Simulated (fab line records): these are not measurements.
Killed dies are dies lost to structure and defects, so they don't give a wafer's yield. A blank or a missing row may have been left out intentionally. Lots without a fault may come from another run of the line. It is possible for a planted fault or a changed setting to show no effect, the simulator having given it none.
Struck lot and sound lot, side by side / flow gf180mcu / 14 out of 602 route steps
Sound: the wafers L331.2, L331.5, L331.6. Struck: wafers L338.4, L338.5, L338.6. The cause is given at the end.
At each step with rows: each side's tool, then ch and its chambers, then its first start. Under that, the readings that differ: sound wafers / struck wafers / difference of the means / sigmas: that difference in standard deviations of wafers without a fault.
alike: readings with means less than 2 such deviations apart, plus words and numbers identical on both sides. not compared: withheld readings, readings lacking a value on some wafer, bounds such as >300 that could conceal the same value, and numbers that have no deviation in the record and whose values overlap.
The two part at a step that has a row with sigmas, a row that says differs or no value, or rows on one side only. Numbers that don't overlap but have no deviation are shown without sigmas and don't part them. A reading that every wafer of one side lacks parts them only if that side has two wafers or more.

GF_CONTACT_CMP_27: polishes, stops on SiO2, t overpolish 15 s, target thk 0 nm.
  sound on cmp-01 ch 0,1,3, day 19 02:26; struck on cmp-02 ch 0,3, day 21 12:17
  alike: motor current A, overpolish run s, retaining ring pressure frac, time to endpoint s
GF_M1_SPUTTER_00: material Ti, target thk 37.5 nm, time 150 s.
  sound on pvd sputter-03 at day 19 02:38; struck on pvd sputter-03 at day 21 12:35
  alike: throttle valve pct
GF_M1_SPUTTER_01: material TiN, target thk 30 nm, time 25 s.
  sound on pvd sputter-03 at day 19 02:44; struck on pvd sputter-03 at day 21 12:41
  alike: throttle valve pct
GF_M1_SPUTTER_02: material AlCu, target thk 450 nm, time 23.9 s.
  sound on pvd sputter-03 at day 19 02:46; struck on pvd sputter-03 at day 21 12:43
  alike: throttle valve pct
GF_M1_SPUTTER_03: material Ti, target thk 10 nm, time 6.7 s.
  sound on pvd sputter-03 at day 19 02:47; struck on pvd sputter-03 at day 21 12:44
  alike: throttle valve pct
then, 1 step without rows for these wafers: GF_M1_SPUTTER_04 (material TiN, target thk 50 nm, time 41.7 s).
GF_M1_RS_MEAS_05: measures by four-point-probe.
  sound on film metro-03 at day 19 02:52; struck on film metro-03 at day 21 12:52
  alike: M1_ALCU_RS
GF_M1_THK_MEAS_06: measures by xrf.
  sound on film metro-03 at day 19 02:59; struck on film metro-03 at day 21 12:57
  alike: M1_ALCU_THK
then, 4 steps without rows for these wafers: GF_M1_DEHYDRATE_07 (time 60 s); GF_M1_HMDS_08 (prime time 60 s); GF_M1_COAT_09 (resist thk 1000 nm); GF_M1_SOFTBAKE_10 (time 60 s).
GF_M1_EXPOSE_11: exposes mask Metal1, target cd 230 nm.
  sound on krf scanner-02 ch 0, day 19 15:35; struck on krf scanner-01, day 22 01:26
  no value came back on the struck wafers for exposure dose mJ cm2, focus offset nm (nm); on the sound wafers exposure dose mJ cm2 reads 28.33 28.30 28.32
  alike: mask
then, 1 step without rows for these wafers: GF_M1_PEB_12 (peb time 90 s).

WHERE THEY PART
Only at GF_M1_EXPOSE_11, within this record.

WHY: what had been put in by the simulator
Whole step skipped at GF_M1_EXPOSE_11 on krf scanner-01, starting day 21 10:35. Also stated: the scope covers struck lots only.
